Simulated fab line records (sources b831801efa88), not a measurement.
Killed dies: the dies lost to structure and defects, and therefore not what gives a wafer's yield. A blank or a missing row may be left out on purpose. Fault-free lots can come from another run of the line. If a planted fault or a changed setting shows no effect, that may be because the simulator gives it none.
A struck lot beside a sound one :: flow sky130 :: 15 out of 708 route steps
Sound: these wafers, L234.2, L234.3, L234.4. Struck: wafers L241.2, L241.4. The cause is given at the end.
For every step that has rows: the tool of each side, followed by ch and its chambers, followed by its first start. Under that, the readings that differ: sound wafers :: struck wafers :: difference of the means :: sigmas: that difference in standard deviations of wafers without a fault.
alike: same words and numbers on both sides, and readings whose means sit less than 2 such deviations apart. not compared: any withheld reading, any reading some wafer has no value for, any bound like >300 that may hide the same value, and any number with overlapping values for which the record gives no deviation.
The two part at a step that has a row with sigmas, a row that says differs or no value, or rows on one side only. When numbers do not overlap yet have no deviation, they are printed without sigmas and do not part them. A reading that every wafer of one side lacks parts them only if that side has two wafers or more.

SKY_METAL4_SPUTTER_01: material TiN, target thk 20 nm, time 16.7 s.
  sound on pvd_sputter-03 at day 40 22:57; struck on pvd_sputter-03 at day 42 23:02
  alike: throttle_valve_pct
SKY_METAL4_SPUTTER_02: material AlCu, target thk 735 nm, time 39.1 s.
  sound on pvd_sputter-03 at day 40 22:59; struck on pvd_sputter-03 at day 42 23:04
  alike: throttle_valve_pct
SKY_METAL4_SPUTTER_03: material Ti, target thk 5 nm, time 3.3 s.
  sound on pvd_sputter-03 at day 40 23:01; struck on pvd_sputter-03 at day 42 23:06
  alike: throttle_valve_pct
then, 1 step without rows for these wafers: SKY_METAL4_SPUTTER_04 (material TiN, target thk 70 nm, time 58.3 s).
SKY_CAP2M_CVD_00: deposits SiO2, target thk 15.5 nm.
  sound on pecvd-02 ch 0,2, day 40 23:05; struck on pecvd-03 ch 0,1, day 42 23:10
  alike: heater_power_w, susceptor_temp_C
SKY_CAP2M_THK_MEAS_01:
  sound on film_metro-01 at day 40 23:07; struck on film_metro-01 at day 42 23:12
  alike: CAP2M_CVD_00_THK
SKY_CAP2M_SPUTTER_02: material TiN, target thk 200 nm, time 166.7 s.
  sound on pvd_sputter-04 at day 40 23:10; struck on pvd_sputter-01 at day 42 23:15
  alike: susceptor_temp_C, throttle_valve_pct
SKY_CAP2M_RS_MEAS_03: measurement is done with a four-point probe.
  sound on film_metro-04 at day 40 23:17; struck on film_metro-04 at day 42 23:23
  alike: CAP2M_TIN_RS
SKY_CAP2M_THK_MEAS_04: measures by xrf.
  sound on film_metro-04 at day 40 23:24; struck on film_metro-04 at day 42 23:29
  alike: CAP2M_TIN_THK
then, 3 steps without rows for these wafers: SKY_CAP2M_DEHYDRATE_05 (time 60 s); SKY_CAP2M_HMDS_06 (prime time 60 s); SKY_CAP2M_COAT_07 (resist thk 1140 nm).
SKY_CAP2M_SOFTBAKE_08: time 60 s.
  sound on litho_track-03 ch 0, day 41 11:01; struck on litho_track-03 ch 0, day 43 10:55
reading: run_length_s (s)
sound: 88.64 88.93 88.99
struck: 100.21 100.25
difference: +11.38
sigmas: +81
then, 1 step without rows for these wafers: SKY_CAP2M_EXPOSE_09 (exposes mask CAP2M, target cd 1000 nm).
-- the record jumps here: 5 days lie between the struck wafers' starts before and after (it left off in module CAP2M and takes up again in module PAD_OPEN, whose first step shown is number 708 of the route) --
SKY_PAD_OPEN_PROBE_99:
  the record has rows for the struck wafers here (prober-02, day 48 11:54) and none for the sound ones

== WHERE THEY PART ==
Last at SKY_PAD_OPEN_PROBE_99 as far as this record goes, first at SKY_CAP2M_SOFTBAKE_08.

WHY: what the simulator had put in
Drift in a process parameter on litho_track-03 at SKY_CAP2M_SOFTBAKE_08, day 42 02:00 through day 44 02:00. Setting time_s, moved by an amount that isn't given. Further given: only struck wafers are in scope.
